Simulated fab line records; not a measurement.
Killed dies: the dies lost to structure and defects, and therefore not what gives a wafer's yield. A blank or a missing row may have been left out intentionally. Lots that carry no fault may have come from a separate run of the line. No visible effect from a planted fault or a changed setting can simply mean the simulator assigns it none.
Which tool is to blame?    flow sky130    10 lots with 30 wafers sampled at 6 steps, on a route of 708 steps

WHAT THE GAUGES READ, wafer by wafer
No reading from a measuring or inspecting step in the record can be judged against a usual standard deviation.

WHAT TOOL EACH LOT RAN ON (gives the tool, then ch and the chambers of the sampled wafers, and finally the start)
lot   SKY_CAP2M_METAL_ETCH_13            SKY_METAL4_METAL_ETCH_18           SKY_METAL5_SPUTTER_04         SKY_METAL5_METAL_ETCH_15           SKY_METAL5_STRIP_16                   SKY_PAD_OPEN_PROBE_99
L982  rie-metal-01 ch 0,1, day 40 16:52  rie-metal-03 ch 0,1, day 41 18:13  pvd-sputter-01, day 42 20:16  rie-metal-02 ch 0,1, day 43 19:35  plasma-asher-04 ch 0,1, day 43 19:46  prober-01, day 45 17:44
L983  rie-metal-04 ch 0, day 40 21:53    rie-metal-04 ch 0, day 41 21:57    pvd-sputter-01, day 43 00:25  rie-metal-01 ch 0, day 44 00:04    plasma-asher-02 ch 0,1, day 44 00:27  prober-02, day 45 23:02
L986  rie-metal-02 ch 0,1, day 42 10:58  rie-metal-03 ch 0,1, day 43 11:10  pvd-sputter-03, day 44 12:11  rie-metal-02 ch 0,1, day 45 09:38  plasma-asher-04 ch 0,1, day 45 09:49  prober-02, day 47 06:51
L989  rie-metal-04 ch 0, day 42 23:44    rie-metal-03 ch 0,1, day 44 00:21  pvd-sputter-03, day 45 01:17  rie-metal-02 ch 0,1, day 45 22:24  plasma-asher-04 ch 0,1, day 45 22:38  prober-01, day 47 18:50
L992  rie-metal-02 ch 0, day 44 04:40    rie-metal-04 ch 0,1, day 45 03:04  pvd-sputter-04, day 46 02:41  rie-metal-02 ch 0,1, day 46 23:09  plasma-asher-02 ch 0,1, day 46 23:23  prober-01, day 48 16:59
L997  rie-metal-02 ch 0,1, day 45 02:17  rie-metal-04 ch 0,1, day 45 23:58  pvd-sputter-04, day 46 23:12  rie-metal-02 ch 0,1, day 47 19:06  plasma-asher-03 ch 0,1, day 47 19:20  prober-01, day 49 10:35
L998  rie-metal-01 ch 0,1, day 45 07:53  rie-metal-03 ch 0,1, day 46 06:09  pvd-sputter-04, day 47 06:09  rie-metal-02 ch 0,1, day 48 02:05  plasma-asher-02 ch 0,1, day 48 02:19  prober-02, day 49 17:43
L999  rie-metal-01 ch 0,1, day 45 14:08  rie-metal-02 ch 0,1, day 46 11:43  pvd-sputter-01, day 47 10:45  rie-metal-02 ch 0,1, day 48 06:33  plasma-asher-02 ch 0,1, day 48 06:47  prober-01, day 49 22:26
L100  rie-metal-01 ch 0,1, day 45 16:38  rie-metal-04 ch 0,1, day 46 14:30  pvd-sputter-04, day 47 13:04  rie-metal-01 ch 0,1, day 48 07:56  plasma-asher-04 ch 0,1, day 48 08:11  prober-02, day 49 23:16
L101  rie-metal-01 ch 0,1, day 45 21:40  rie-metal-02 ch 0,1, day 46 19:20  pvd-sputter-04, day 47 18:31  rie-metal-02 ch 0,1, day 48 13:14  plasma-asher-04 ch 0,1, day 48 13:25  prober-01, day 50 03:52
- SKY_CAP2M_METAL_ETCH_13: etches TiN in Cl2/BCl3, stops on SiO2, target depth 220 nm, time 62.9 s.
- SKY_METAL4_METAL_ETCH_18: etches the open film in Cl2/BCl3, stops on SiO2, target depth 845 nm, time 183.1 s.
- SKY_METAL5_SPUTTER_04: material TiN, target thk 70 nm, time 58.3 s.
- SKY_METAL5_METAL_ETCH_15: etches the open film in Cl2/BCl3, stops on SiO2, target depth 1260 nm, time 252 s.
- SKY_METAL5_STRIP_16: strips in O2/N2.
- SKY_PAD_OPEN_PROBE_99

WHAT THE TOOLS THEMSELVES READ (means of the sampled wafers that have a number; where no wafer has one, the mark that the record gives instead)
SKY_CAP2M_METAL_ETCH_13. Usual: bcl3-flow-sccm 30.00 sccm, standard deviation 0.085; bias-w 48.48 W, standard deviation 0.15; drypump-motor-current-A 5.9 A, standard deviation 0.42; oes-product-au 0.942 a.u., standard deviation 0.0076; throttle-valve-pct 21.900 %, standard deviation 0.011.
lot   tool          bcl3-flow-sccm (sccm)  bias-w (W)  drypump-motor-current-A (A)  oes-product-au (a.u.)  throttle-valve-pct (%)  flag
L982  rie-metal-01  30.04                  48.55       5.5                          0.938                  21.907                  
L983  rie-metal-04  29.93                  48.43       6.1                          0.949                  21.890                  
L986  rie-metal-02  29.97                  48.37       5.7                          0.940                  21.882                  
L989  rie-metal-04  29.91                  48.46       6.1                          0.944                  21.906                  
L992  rie-metal-02  30.04                  48.41       6.3                          0.939                  21.906                  
L997  rie-metal-02  30.04                  48.61       5.7                          0.930                  21.898                  
L998  rie-metal-01  30.01                  48.50       5.5                          0.945                  21.893                  
L999  rie-metal-01  30.04                  48.38       5.5                          0.945                  21.906                  
L100  rie-metal-01  29.92                  48.50       5.5                          0.945                  21.896                  
L101  rie-metal-01  29.96                  48.58       5.5                          0.937                  21.902                  

SKY_METAL4_METAL_ETCH_18. Usual: bcl3-flow-sccm 30.00 sccm, standard deviation 0.089; bias-w 48.47 W, standard deviation 0.14; drypump-motor-current-A 6.17 A, standard deviation 0.24; oes-product-au 0.865 a.u., standard deviation 0.0066; throttle-valve-pct 22.265 %, standard deviation 0.0092.
lot   tool          bcl3-flow-sccm (sccm)  bias-w (W)  drypump-motor-current-A (A)  oes-product-au (a.u.)  throttle-valve-pct (%)  flag
L982  rie-metal-03  30.06                  48.50       6.13                         0.860                  22.261                  
L983  rie-metal-04  30.00                  48.47       6.10                         0.868                  22.267                  
L986  rie-metal-03  30.08                  48.45       6.16                         0.870                  22.258                  
L989  rie-metal-03  30.04                  48.49       6.14                         0.863                  22.269                  
L992  rie-metal-04  29.97                  48.40       6.32                         0.866                  22.271                  
L997  rie-metal-04  29.99                  48.45       6.25                         0.861                  22.268                  
L998  rie-metal-03  29.96                  48.50       6.15                         0.868                  22.270                  
L999  rie-metal-02  29.99                  48.49       5.71                         0.875                  22.268                  
L100  rie-metal-04  30.02                  48.45       6.26                         0.866                  22.257                  
L101  rie-metal-02  29.94                  48.43       5.98                         0.873                  22.259                  

SKY_METAL5_SPUTTER_04. Usual: throttle-valve-pct 30.5 %, standard deviation 0.97.
lot   tool            throttle-valve-pct (%)  flag
L982  pvd-sputter-01  30.5                    
L983  pvd-sputter-01  30.0                    
L986  pvd-sputter-03  29.8                    
L989  pvd-sputter-03  29.5                    
L992  pvd-sputter-04  31.8                    
L997  pvd-sputter-04  31.9                    
L998  pvd-sputter-04  31.2                    
L999  pvd-sputter-01  30.1                    
L100  pvd-sputter-04  31.0                    
L101  pvd-sputter-04  30.9                    

SKY_METAL5_METAL_ETCH_15. Usual: bcl3-flow-sccm 30.00 sccm, standard deviation 0.096; bias-w 48.48 W, standard deviation 0.13; drypump-motor-current-A 5.8 A, standard deviation 0.38; oes-product-au 0.893 a.u., standard deviation 0.005; throttle-valve-pct 22.266 %, standard deviation 0.0094.
lot   tool          bcl3-flow-sccm (sccm)  bias-w (W)  drypump-motor-current-A (A)  oes-product-au (a.u.)  throttle-valve-pct (%)  flag
L982  rie-metal-02  30.06                  48.56       5.7                          0.897                  22.257                  
L983  rie-metal-01  29.98                  48.54       5.4                          0.892                  22.258                  
L986  rie-metal-02  29.98                  48.41       6.0                          0.897                  22.261                  
L989  rie-metal-02  30.03                  48.58       6.0                          0.896                  22.263                  
L992  rie-metal-02  30.02                  48.61       5.7                          0.894                  22.272                  
L997  rie-metal-02  -                      -           -                            -                      -                       OFF
L998  rie-metal-02  -                      -           -                            -                      -                       OFF
L999  rie-metal-02  -                      -           -                            -                      -                       OFF
L100  rie-metal-01  29.94                  48.46       5.5                          0.895                  22.267                  
L101  rie-metal-02  30.07                  48.37       6.0                          0.894                  22.260                  

SKY_METAL5_STRIP_16. Usual: drypump-motor-current-A 5.6 A, standard deviation 0.31; oes-product-au 0.710 a.u., standard deviation 0.005; strip-time-to-endpoint-s 13.14 s, standard deviation 0.15.
lot   tool             drypump-motor-current-A (A)  oes-product-au (a.u.)  strip-time-to-endpoint-s (s)  flag
L982  plasma-asher-04  5.7                          0.712                  13.16                         
L983  plasma-asher-02  5.8                          0.706                  12.88                         
L986  plasma-asher-04  5.7                          0.705                  13.20                         
L989  plasma-asher-04  5.4                          0.713                  13.15                         
L992  plasma-asher-02  5.9                          0.712                  13.15                         
L997  plasma-asher-03  5.3                          0.709                  21.47                         OFF
L998  plasma-asher-02  5.9                          0.714                  21.44                         OFF
L999  plasma-asher-02  5.9                          0.709                  21.41                         OFF
L100  plasma-asher-04  5.4                          0.714                  13.01                         
L101  plasma-asher-04  5.4                          0.706                  13.26                         

SKY_PAD_OPEN_PROBE_99. Usual: defect-limited-yield 82.4 %, standard deviation 1.9; killed_at_M0_to_M3 44, standard deviation 7.1; killed_at_M4_up 3.5, standard deviation 2; killed-at-contacts 24, standard deviation 5.3; killed-at-front-end 15, standard deviation 4.8; killed-at-other 0.1, standard deviation 0.35; killed-dies 86, standard deviation 9.3; killed-on-rim 17, standard deviation 4; killed-open 47, standard deviation 7.8; killed-short 39, standard deviation 5.9; sort_bin_3_pad_short 0.8 %, standard deviation 0.42; sort_bin_5_function 10.3 %, standard deviation 1.4; sort_bin_6_memory 6.4 %, standard deviation 1.1; sort-n-pass 406, standard deviation 9.3; sort-yield-pct 82.4 %, standard deviation 1.9.
lot   tool       defect-limited-yield (%)  killed_at_M0_to_M3  killed_at_M4_up  killed-at-contacts  killed-at-front-end  killed-at-other  killed-dies  killed-on-rim  killed-open  killed-short  sort_bin_3_pad_short (%)  sort_bin_5_function (%)  sort_bin_6_memory (%)  sort-n-pass  sort-yield-pct (%)  flag
L982  prober-01  81.5                      38                  4.3              27                  21                   0.3              91           16             54           37            1.1                       11.1                     6.3                    401          81.5                
L983  prober-02  83.3                      47                  3.7              20                  11                   0.0              82           17             44           38            1.2                       10.4                     5.1                    410          83.3                
L986  prober-02  82.8                      46                  2.0              22                  15                   0.0              85           16             46           39            0.9                       10.9                     5.4                    407          82.8                
L989  prober-01  84.6                      35                  1.3              25                  14                   0.7              76           18             45           31            0.5                       8.8                      6.0                    416          84.6                
L992  prober-01  81.0                      50                  4.0              21                  18                   0.3              94           21             51           43            0.9                       11.3                     6.9                    398          81.0                
L997  prober-01  0.0                       47                  398.3            21                  25                   0.0              492          96             53           44            1.0                       91.9                     7.1                    0            0.0                 OFF
L998  prober-02  0.0                       41                  413.3            25                  13                   0.3              492          96             44           38            0.9                       93.0                     6.1                    0            0.0                 OFF
L999  prober-01  0.0                       37                  411.0            29                  15                   0.0              492          96             46           38            0.5                       93.6                     5.8                    0            0.0                 OFF
L100  prober-02  83.0                      47                  3.0              21                  12                   0.0              84           18             40           44            0.8                       9.7                      6.5                    408          83.0                
L101  prober-01  82.2                      42                  4.3              28                  13                   0.3              88           19             42           46            1.1                       10.7                     6.1                    404          82.2                

THE ANSWER, worked out from the rows above alone
Rule: lot off if the mean of its wafers having a number is beyond 3 standard deviations from the usual mean. A lot without any number at a reading at which 4 lots or more have one is off too. The other lots that the step has rows for count as sound. Order of review: gauges by route order, followed by the tools' own readings, for which a lot's mean as printed above is used. The first step at which some lot is off is used, and at that step the reading that is off furthest; a lot without a number counts as furthest.
Off, at SKY_METAL5_METAL_ETCH_15 on bcl3-flow-sccm: L997, L998, L999. Without a number there: L997, L998, L999.
If a tool, at that step or one of the process steps before it, ran each lot that is off and ran no sound lot following the first of them, it fits. No candidate that was tried fits.

WHAT WAS PUT IN BY THE SIMULATOR
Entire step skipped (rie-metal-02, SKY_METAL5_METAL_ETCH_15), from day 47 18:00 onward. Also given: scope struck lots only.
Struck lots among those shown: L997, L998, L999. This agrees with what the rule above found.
